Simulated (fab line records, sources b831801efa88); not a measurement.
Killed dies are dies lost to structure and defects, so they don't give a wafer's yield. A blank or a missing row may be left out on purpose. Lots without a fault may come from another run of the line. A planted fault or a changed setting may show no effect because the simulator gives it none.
A struck lot beside a sound one | flow sky130 | 26 steps out of a route of 708
Sound: wafers L282.2, L282.4, L282.5. Struck: wafers L287.1, L287.5, L287.6. The cause comes at the end.
At each step with rows: each side's tool, then ch and its chambers, then its first start. Under that, the readings that differ: sound wafers | struck wafers | difference of the means | sigmas: that difference in standard deviations of wafers without a fault.
alike: readings whose means differ by less than 2 such deviations, and words and numbers that are the same on both sides. not compared: withheld readings, readings that some wafer has no value for, bounds like >300 that may hide the same value, and numbers for which the record gives no deviation and whose values overlap.
The two part at a step that has a row with sigmas, a row that says differs or no value, or rows on one side only. Numbers that don't overlap but have no deviation are shown without sigmas and don't part them. A reading that every wafer of one side lacks parts them only if that side has two wafers or more.

first, 3 steps without rows for these wafers: SKY_FIELD_ISO_WET_ETCH_30 (etches SiO2 in dHF, target depth 25 nm, time 50 s); SKY_NWELL_CLEAN_00 (cleans in SC1/SC2, time 150 s); SKY_NWELL_OXIDATION_01 (stabilise 600 s, purge 300 s, target thk 10 nm).
SKY_NWELL_THK_MEAS_02:
  sound on film_metro-04, day 5 17:59; struck on film_metro-02, day 6 20:16
  alike: NWELL_OXIDATION_THK
then, 8 steps without rows for these wafers: SKY_DNWELL_DEHYDRATE_00 (time 60 s); SKY_DNWELL_HMDS_01 (prime time 60 s); SKY_DNWELL_COAT_02 (resist thk 3000 nm); SKY_DNWELL_SOFTBAKE_03; SKY_DNWELL_EXPOSE_04 (exposes mask DNM, target cd 3000 nm); SKY_DNWELL_PEB_05; SKY_DNWELL_DEVELOP_06 (develop time 60 s); SKY_DNWELL_IMPLANT_07.
SKY_DNWELL_STRIP_08: strips in O2/N2.
  sound on plasma_asher-03 ch 0,1, day 6 12:46; struck on plasma_asher-03 ch 0,1, day 7 15:40
  no value came back on the struck wafers for chamber_pressure_mTorr (mTorr), drypump_motor_current_A (A), oes_product_au (a.u.), strip_time_to_endpoint_s (s); on the sound wafers chamber_pressure_mTorr (mTorr) reads 1499.5 1499.4 1499.0
  reading                                  | sound | struck         | difference | sigmas
  model.coat_of_DNWELL_COAT_02.thk_nm (nm) | 0 0 0 | 2999 2995 2997 | +2997      |
  not compared: rf_hours_counter_h
SKY_DNWELL_TW_MEAS_09:
  sound on film_metro-03, day 6 12:53; struck on film_metro-02, day 7 15:46
  alike: DNWELL_TW
then, 7 steps without rows for these wafers: SKY_PWDE_DEHYDRATE_00 (time 60 s); SKY_PWDE_HMDS_01 (prime time 60 s); SKY_PWDE_COAT_02 (resist thk 3000 nm); SKY_PWDE_SOFTBAKE_03; SKY_PWDE_EXPOSE_04 (exposes mask PWDEM, target cd 840 nm); SKY_PWDE_PEB_05; SKY_PWDE_DEVELOP_06 (develop time 60 s).
SKY_PWDE_OVL_MEAS_07:
  sound on overlay-02, day 7 08:25; struck on overlay-01, day 8 12:25
  alike: PWDE_OVL
then, 1 step without rows for these wafers: SKY_PWDE_IMPLANT_08.
SKY_PWDE_STRIP_09: strips in O2/N2.
  sound on plasma_asher-02 ch 0,1, day 7 08:36; struck on plasma_asher-02 ch 0,1, day 8 12:36
  reading                      | sound             | struck            | difference | sigmas
  oes_product_au (a.u.)        | 0.727 0.725 0.721 | 0.745 0.741 0.746 | +0.020     | +4
  strip_time_to_endpoint_s (s) | 36.82 36.89 36.83 | 81.02 80.94 81.06 | +44.16     | +99 or more
  alike: chamber_pressure_mTorr, drypump_motor_current_A
  not compared: rf_hours_counter_h
SKY_PWDE_TW_MEAS_10:
  sound on film_metro-02, day 7 08:43; struck on film_metro-03, day 8 12:42
  reading | sound             | struck         | difference | sigmas
  PWDE_TW | 380.6 379.9 381.1 | 30.2 30.1 30.0 | -350.4     | -99 or more
then, 1 step without rows for these wafers: SKY_NWELL_DEHYDRATE_03 (time 60 s).

WHERE THEY PART
First at SKY_DNWELL_STRIP_08; last, within this record, at SKY_PWDE_TW_MEAS_10.

WHY: what the simulator had put in
Skipped step whole: plasma_asher-03, from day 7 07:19 on, at SKY_DNWELL_STRIP_08. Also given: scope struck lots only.
